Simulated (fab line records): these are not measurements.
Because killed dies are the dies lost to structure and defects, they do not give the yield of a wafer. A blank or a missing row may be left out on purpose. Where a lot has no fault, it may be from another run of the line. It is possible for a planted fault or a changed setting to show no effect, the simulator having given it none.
Matching of chambers	flow sky130	3 sister chambers for SKY_VIA4_HDPCVD_00 on hdpcvd-02
The step deposits SiO2, target thk 1750 nm, time 291.7 s. 3 wafers are shown with their chamber, then 6 later ones without.

WAFERS WITH THEIR CHAMBER
wafer	chamber	run_length_s (s)
L546.2	2	319.1
L558.4	1	320.0
L558.5	0	318.6

WAFERS MISSING THEIR CHAMBER
wafer	run_length_s (s)
L559.4	320.2
L559.5	318.9
L559.6	318.4
L561.1	320.4
L561.5	318.6
L561.6	319.1

WHICH CHAMBER EACH ONE RAN IN
wafer	from the rows above	in truth
L559.4	1	1
L559.5	can't be placed: 2 or 0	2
L559.6	0	0
L561.1	1	1
L561.5	0	0
L561.6	2	2
5 of 6 placed correctly. Unplaceable from these rows: 1, with the true chamber sitting among the candidates in 1. 0 placed wrongly.
How it was worked out, from the rows above alone: a wafer's distance from a chamber is the root of the sum, over the readings, of the square of ((its reading less the chamber's mean) divided by the reading's scatter). The wafer belongs to the nearest chamber; if the next one is less than 2 further off, it can't be placed. A chamber's mean is the mean of its shown wafers. The scatter (one wafer shown for each chamber): square how far every hidden wafer sits from the nearest shown wafer, average those squares and take the square root.
